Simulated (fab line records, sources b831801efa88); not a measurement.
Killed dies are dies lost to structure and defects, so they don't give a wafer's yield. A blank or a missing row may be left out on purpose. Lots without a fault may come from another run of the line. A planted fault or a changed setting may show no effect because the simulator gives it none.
fab line records | flow sky130
record lots=14 wafers=42 last_day=50
route steps=708 shown FIELD_ISO@22 POLY_GATE@227 SD_P@327 SD_N@356 PAD_OPEN@708
lots that met no fault: from a run of the same line without faults
start_h: hours from the record's first day to the start of the lot's first wafer shown | wait_h: hours since the lot's step before | " the same as in the row above | L1.1+2: a row that stands for several wafers | - no value, or no start given | * or withheld: withheld | < > ~ a bound
route shown NAME@n: a module of which the file shows steps, and the number in the route of the first | usual: mean/standard deviation of fault-free wafers | same: alike in all rows | chamber/n: place in a boat | sites: the reading at each site | _std_site: their standard deviation | _edge_site: outer sites' mean less inner sites' | radius_mm: how far each site lies from the wafer's centre | mask NAME#n: copy n | behind: the tool/chamber that last shaped the wafer | hold: why the lot was held/for how many hours/how that ended | device: the transistor (n, p or np) that didn't switch | end of line: the same wafers' tests at the end of the route | a step without rows: its recipe alone | killed: dies lost to structure and defects at the first sort, not the wafer's yield | map: a wafer's dies, x killed, . not, _ none there
set.NAME: the setting as run; set.NAME@STEP: as run at that earlier step | model.NAME: the simulator's own value behind a step, which no gauge read
steps of the route over a sample of lots; a table a step, a row a wafer
services: from which hour (start_h, from the record's first day; less than 0 if before it) a tool's chamber was out of use, for how many hours, and why
## steps
# step SKY_FIELD_ISO_WET_ETCH_21
# recipe chemistry=dHF dilution=100:1 target_depth_nm=20 dry=ipa_marangoni target=SiO2 temp_c=25 time_s=400
# usual bath_heat_duty_pct=6.4/0.95 run_length_s=429/4.4
# columns lot.wafer tool chamber start_h wait_h bath_heat_duty_pct run_length_s
L213.2 wet_bench-03 3 30.94 0.0 6.5 434
L213.3 " 3 " " 6.5 434
L213.4 " 3 " " 6.5 434
L214.3 wet_bench-03 3 34.54 0.0 6.6 433
L214.5 " 3 " " 7.5 433
L214.6 " 3 " " 6.5 433
L215.1 wet_bench-04 2 39.76 0.0 4.8 435
L215.2 " 2 " " 5.4 435
L215.3 " 2 " " 4.7 435
L217.1 wet_bench-04 0 49.75 0.0 7.3 433
L217.2 " 0 " " 7.0 433
L217.6 " 0 " " 6.1 433
L218.1 wet_bench-01 0 56.89 0.0 - -
L218.4 " 0 " " - -
L218.6 " 0 " " - -
L219.1 wet_bench-03 1 63.47 0.0 - -
L219.3 " 1 " " - -
L219.5 " 1 " " - -
L220.3 wet_bench-04 3 68.54 0.0 - -
L220.4 " 3 " " - -
L220.6 " 3 " " - -
L223.2 wet_bench-04 1 81.08 0.0 5.1 427
L223.5 " 1 " " 4.7 427
L223.6 " 1 " " 5.7 427
L227.3 wet_bench-04 0 101.70 0.0 6.7 433
L227.5 " 0 " " 5.3 433
L227.6 " 0 " " 7.1 433
L229.1 wet_bench-01 0 110.84 0.0 7.8 423
L229.3 " 0 " " 7.3 423
L229.4 " 0 " " 8.6 423
L230.2 wet_bench-04 3 121.94 0.0 5.0 425
L230.5 " 3 " " 5.8 425
L230.6 " 3 " " 5.6 425
L231.4 wet_bench-03 1 126.89 0.0 7.4 428
L231.5 " 1 " " 7.5 428
L231.6 " 1 " " 8.1 428
L233.3 wet_bench-03 1 136.77 0.0 6.7 427
L233.4 " 1 " " 7.4 427
L233.5 " 1 " " 6.6 427
L236.1 wet_bench-04 2 149.89 0.0 4.9 426
L236.3 " 2 " " 5.7 426
L236.4 " 2 " " 4.9 426
# step SKY_POLY_GATE_CD_MEAS_13
# recipe target_cd_nm=150
# usual cd_nm=150.1/1.5
# columns lot.wafer tool chamber start_h wait_h cd_nm
L213.2 cd_sem-01 - 364.08 - 149.6
L213.3 " - " " 147.4
L213.4 " - " " 148.3
L214.3 cd_sem-02 - 375.26 - 150.1
L214.5 " - " " 150.8
L214.6 " - " " 152.0
L215.1 cd_sem-02 - 388.52 - 151.1
L215.2 " - " " 150.9
L215.3 " - " " 151.7
L217.1 cd_sem-01 - 398.39 - 149.5
L217.2 " - " " 149.8
L217.6 " - " " 150.2
L218.1 cd_sem-01 - 405.01 - 150.1
L218.4 " - " " 149.9
L218.6 " - " " 150.4
L219.1 cd_sem-01 - 425.96 - 150.3
L219.3 " - " " 148.4
L219.5 " - " " 149.7
L220.3 cd_sem-02 - 446.03 - 149.4
L220.4 " - " " 150.1
L220.6 " - " " 149.2
L223.2 cd_sem-01 - 481.06 - 150.2
L223.5 " - " " 151.7
L223.6 " - " " 150.8
L227.3 cd_sem-01 - 501.15 - 151.1
L227.5 " - " " 151.4
L227.6 " - " " 150.2
L229.1 cd_sem-02 - 522.19 - 148.5
L229.3 " - " " 147.8
L229.4 " - " " 147.8
L230.2 cd_sem-02 - 532.94 - 148.3
L230.5 " - " " 148.5
L230.6 " - " " 147.0
L231.4 cd_sem-02 - 534.35 - 148.4
L231.5 " - " " 149.0
L231.6 " - " " 147.8
L233.3 cd_sem-01 - 553.06 - 150.7
L233.4 " - " " 152.3
L233.5 " - " " 151.3
L236.1 cd_sem-02 - 566.76 - 149.2
L236.3 " - " " 150.5
L236.4 " - " " 151.8
# step SKY_SD_P_CD_MEAS_07
# recipe target_cd_nm=380
# usual cd_nm=379.9/2.7
# columns lot.wafer tool chamber start_h wait_h cd_nm
L213.2 cd_sem-02 - 579.46 0.1 378.6
L213.3 " - " " 380.1
L213.4 " - " " 379.3
L214.3 cd_sem-02 - 597.23 0.1 381.5
L214.5 " - " " 385.3
L214.6 " - " " 383.0
L215.1 cd_sem-01 - 604.60 0.1 379.0
L215.2 " - " " 378.1
L215.3 " - " " 379.2
L217.1 cd_sem-01 - 614.21 0.1 384.7
L217.2 " - " " 382.3
L217.6 " - " " 386.4
L218.1 cd_sem-01 - 622.50 0.1 379.3
L218.4 " - " " 379.0
L218.6 " - " " 379.3
L219.1 cd_sem-01 - 642.55 0.1 374.1
L219.3 " - " " 373.3
L219.5 " - " " 371.7
L220.3 cd_sem-01 - 659.55 0.1 382.5
L220.4 " - " " 383.3
L220.6 " - " " 379.9
L223.2 cd_sem-02 - 691.96 0.1 375.7
L223.5 " - " " 376.0
L223.6 " - " " 375.0
L227.3 cd_sem-01 - 709.43 0.1 377.8
L227.5 " - " " 378.2
L227.6 " - " " 381.9
L229.1 cd_sem-01 - 730.00 0.1 379.6
L229.3 " - " " 377.5
L229.4 " - " " 377.8
L230.2 cd_sem-01 - 739.48 0.1 379.8
L230.5 " - " " 379.7
L230.6 " - " " 379.9
L231.4 cd_sem-01 - 740.12 0.1 381.7
L231.5 " - " " 382.4
L231.6 " - " " 381.2
L233.3 cd_sem-01 - 757.44 0.1 379.5
L233.4 " - " " 378.2
L233.5 " - " " 380.0
L236.1 cd_sem-01 - 768.64 0.1 383.0
L236.3 " - " " 382.0
L236.4 " - " " 381.6
# step SKY_SD_N_RTA_14
# recipe temp_c=1075 time_s=2 idle_temp_c=650 ramp_up_c_per_s=150 ramp_down_c_per_s=90 ambient=N2
# usual lamp_power_pct=15.73/0.054 wafer_temp_C_max=1078.0/1.3
# columns lot.wafer tool chamber start_h wait_h lamp_power_pct wafer_temp_C_max
L213.2 rtp_anneal-01 0 638.63 0.0 15.76 1077.6
L213.3 " 0 " " 15.76 1076.8
L213.4 " 0 " " 15.73 1077.5
L214.3 rtp_anneal-02 0 656.58 0.0 15.86 1076.4
L214.5 " 0 " " 15.76 1074.6
L214.6 " 0 " " 15.74 1079.6
L215.1 rtp_anneal-01 0 663.08 0.0 15.65 1076.5
L215.2 " 0 " " 15.61 1077.7
L215.3 " 0 " " 15.64 1079.0
L217.1 rtp_anneal-01 0 672.70 0.0 15.78 1079.9
L217.2 " 0 " " 15.70 1077.1
L217.6 " 0 " " 15.70 1077.7
L218.1 rtp_anneal-02 0 679.96 0.0 15.74 1078.0
L218.4 " 0 " " 15.88 1078.0
L218.6 " 0 " " 15.75 1078.8
L219.1 rtp_anneal-01 0 699.09 0.0 15.73 1078.3
L219.3 " 0 " " 15.78 1077.6
L219.5 " 0 " " 15.69 1078.1
L220.3 rtp_anneal-02 0 713.97 0.0 15.73 1077.7
L220.4 " 0 " " 15.76 1078.7
L220.6 " 0 " " 15.74 1079.5
L223.2 rtp_anneal-02 0 746.89 0.0 15.76 1077.6
L223.5 " 0 " " 15.77 1078.2
L223.6 " 0 " " 15.79 1076.6
L227.3 rtp_anneal-02 0 763.95 0.0 15.72 1075.9
L227.5 " 0 " " 15.72 1076.0
L227.6 " 0 " " 15.70 1077.1
L229.1 rtp_anneal-02 0 785.44 0.0 15.80 1080.2
L229.3 " 0 " " 15.65 1077.5
L229.4 " 0 " " 15.68 1078.6
L230.2 rtp_anneal-02 0 794.28 0.0 15.69 1077.8
L230.5 " 0 " " 15.73 1080.3
L230.6 " 0 " " 15.69 1077.9
L231.4 rtp_anneal-01 0 795.41 0.0 15.69 1079.3
L231.5 " 0 " " 15.72 1079.4
L231.6 " 0 " " 15.73 1078.1
L233.3 rtp_anneal-02 0 810.88 0.0 15.72 1076.0
L233.4 " 0 " " 15.76 1079.1
L233.5 " 0 " " 15.77 1079.0
L236.1 rtp_anneal-02 0 822.01 0.0 15.77 1079.8
L236.3 " 0 " " 15.73 1075.9
L236.4 " 0 " " 15.71 1078.7
# step SKY_PAD_OPEN_PROBE_99
# usual killed_at_M0_to_M3=44/6.4 killed_at_M4_up=3.6/2.1 killed_at_contacts=23/5.1 killed_at_front_end=15/4.3 killed_at_other=0.3/0.56 killed_dies=86/9 killed_open=47/6.4 killed_short=39/5.8
# same gross_dies=492 killed_at_back_side=0
# columns lot.wafer tool chamber start_h wait_h killed_at_M0_to_M3 killed_at_M4_up killed_at_contacts killed_at_front_end killed_at_other killed_dies killed_open killed_short
L214.3 prober-02 - 1081.77 0.2 51 4 23 10 0 88 54 34
L214.5 prober-02 - 1081.87 0.2 53 4 20 16 2 95 44 51
L214.6 prober-02 - 1081.92 0.2 43 9 27 17 0 96 52 44
L218.1 prober-01 - 1101.46 0.1 40 1 21 12 0 74 42 32
L218.4 prober-01 - 1101.61 0.2 61 4 26 13 0 104 60 44
L218.6 prober-01 - 1101.71 0.2 53 4 15 10 1 83 50 33
L227.3 prober-01 - 1154.07 0.2 37 2 32 13 0 84 47 37
L227.5 prober-01 - 1154.17 0.2 37 6 24 19 0 86 49 37
L227.6 prober-01 - 1154.22 0.2 43 3 22 22 0 90 51 39
L229.1 prober-01 - 1168.40 0.1 41 1 16 18 0 76 51 25
L229.3 prober-01 - 1168.50 0.2 47 4 20 19 0 90 43 47
L229.4 prober-01 - 1168.55 0.2 47 0 32 19 0 98 58 40
L230.2 prober-01 - 1175.61 0.1 40 3 32 15 0 90 52 38
L230.5 prober-01 - 1175.76 0.2 48 6 25 13 0 92 56 36
L230.6 prober-01 - 1175.81 0.2 50 3 30 18 0 101 65 36
# killed by level:class
L214.3 VIA1:geometric_particle:open=13 VIA2:geometric_particle:open=10 CONTACT:geometric_particle:open=9 VIA3:geometric_particle:open=8 METAL1:geometric_particle:short=7 LOCAL_INTERCONNECT:geometric_particle:short=5 LI_CONTACT:geometric_particle:open=4 FIELD_ISO:geometric_particle:open=3
L214.5 VIA1:geometric_particle:open=13 METAL2:geometric_particle:short=8 VIA2:geometric_particle:open=8 LI_CONTACT:geometric_particle:open=7 LI_CONTACT:geometric_particle:short=5 METAL1:geometric_particle:short=5 VIA3:geometric_particle:open=5 POLY_GATE:geometric_particle:short=4
L214.6 VIA2:geometric_particle:open=10 CONTACT:geometric_particle:open=9 METAL4:geometric_particle:short=8 LI_CONTACT:geometric_particle:open=7 VIA1:geometric_particle:open=7 VIA1:geometric_particle:short=6 VIA3:geometric_particle:open=5 FIELD_ISO:geometric_particle:open=4
L218.1 VIA1:geometric_particle:open=10 CONTACT:geometric_particle:open=7 VIA3:geometric_particle:open=7 METAL2:geometric_particle:short=6 CONTACT:geometric_particle:short=6 FIELD_ISO:geometric_particle:open=5 LI_CONTACT:geometric_particle:open=4 METAL1:geometric_particle:short=4
L218.4 METAL2:geometric_particle:short=14 VIA3:geometric_particle:open=12 CONTACT:geometric_particle:open=11 VIA2:geometric_particle:open=9 VIA1:geometric_particle:open=9 LI_CONTACT:geometric_particle:open=6 POLY_GATE:geometric_particle:open=5 VIA1:geometric_particle:short=5
L218.6 METAL2:geometric_particle:short=10 VIA1:geometric_particle:open=9 CONTACT:geometric_particle:open=9 VIA2:geometric_particle:open=9 VIA3:geometric_particle:open=7 VIA1:geometric_particle:short=6 METAL2:geometric_particle:open=3 METAL3:geometric_particle:short=3
L227.3 CONTACT:geometric_particle:open=11 VIA1:geometric_particle:open=11 LI_CONTACT:geometric_particle:open=7 LOCAL_INTERCONNECT:geometric_particle:short=7 METAL2:geometric_particle:short=6 FIELD_ISO:geometric_particle:short=4 VIA3:geometric_particle:short=4 POLY_GATE:geometric_particle:open=3
L227.5 CONTACT:geometric_particle:open=11 VIA1:geometric_particle:open=9 FIELD_ISO:geometric_particle:short=8 LI_CONTACT:geometric_particle:open=6 VIA2:geometric_particle:open=6 FIELD_ISO:geometric_particle:open=5 VIA1:geometric_particle:short=4 VIA2:geometric_particle:short=4
L227.6 VIA1:geometric_particle:open=11 LI_CONTACT:geometric_particle:open=9 CONTACT:geometric_particle:open=7 FIELD_ISO:geometric_particle:short=6 METAL1:geometric_particle:short=6 POLY_GATE:geometric_particle:open=6 METAL2:geometric_particle:short=5 VIA3:geometric_particle:open=5
L229.1 VIA1:geometric_particle:open=12 CONTACT:geometric_particle:open=10 POLY_GATE:geometric_particle:open=7 FIELD_ISO:geometric_particle:open=5 METAL1:geometric_particle:short=5 LI_CONTACT:geometric_particle:open=4 VIA3:geometric_particle:short=4 VIA2:geometric_particle:open=3
L229.3 VIA1:geometric_particle:open=9 METAL1:geometric_particle:short=8 LI_CONTACT:geometric_particle:open=6 METAL2:geometric_particle:short=6 VIA2:geometric_particle:open=6 FIELD_ISO:geometric_particle:open=5 POLY_GATE:geometric_particle:short=5 LI_CONTACT:geometric_particle:short=5
L229.4 CONTACT:geometric_particle:open=13 VIA1:geometric_particle:open=10 LI_CONTACT:geometric_particle:open=8 VIA2:geometric_particle:open=8 FIELD_ISO:geometric_particle:short=6 METAL2:geometric_particle:short=6 POLY_GATE:geometric_particle:open=5 METAL1:geometric_particle:short=5
L230.2 LI_CONTACT:geometric_particle:open=12 CONTACT:geometric_particle:open=7 VIA1:geometric_particle:open=7 VIA1:geometric_particle:short=6 VIA3:geometric_particle:open=6 LOCAL_INTERCONNECT:geometric_particle:short=5 POLY_GATE:geometric_particle:short=4 LI_CONTACT:geometric_particle:short=4
L230.5 VIA2:geometric_particle:open=12 VIA3:geometric_particle:open=10 CONTACT:geometric_particle:open=9 METAL1:geometric_particle:short=9 LI_CONTACT:geometric_particle:open=6 VIA1:geometric_particle:open=5 FIELD_ISO:geometric_particle:open=4 METAL3:geometric_particle:short=4
L230.6 CONTACT:geometric_particle:open=14 VIA1:geometric_particle:open=14 LI_CONTACT:geometric_particle:open=9 VIA2:geometric_particle:open=7 VIA3:geometric_particle:open=7 METAL1:geometric_particle:short=6 VIA1:geometric_particle:short=5 FIELD_ISO:geometric_particle:short=4
## services
# columns tool chamber start_h hours kind
wet_bench-01 - 80.34 1.6 repair
wet_bench-01 - 91.51 3.5 repair
wet_bench-01 - 214.79 2.7 repair
wet_bench-04 - 328.33 4.7 repair
rtp_anneal-02 - 382.30 3.3 pm
wet_bench-01 - 402.72 2.4 repair
rtp_anneal-01 - 429.99 4.8 pm
wet_bench-04 - 472.17 7.7 repair
wet_bench-03 - 745.18 2.0 repair
## key
first_sign step=SKY_FIELD_ISO_WET_ETCH_21 reading=tool_record direction=missing
effect none on later readings
met_at SKY_FIELD_ISO_WET_ETCH_21
struck_lots L218,L219,L220
tester_left_out L218,L219,L220
not_acting_at SKY_POLY_GATE_CD_MEAS_13,SKY_SD_P_CD_MEAS_07,SKY_SD_N_RTA_14
onset_between 49.75 56.89
fault kind=skipped_step_whole tool=wet_bench-01,wet_bench-03,wet_bench-04 chamber=- onset_h=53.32 steps=SKY_FIELD_ISO_WET_ETCH_21 scope=struck_lots_only
# tester_left_out: of these lots the tester's yield and bins aren't shown, on N5 and GAA mostly nor the transistor test; their killed dies are dies lost to structure and defects alone, not to doping, threshold or leakage, so they don't give the yield
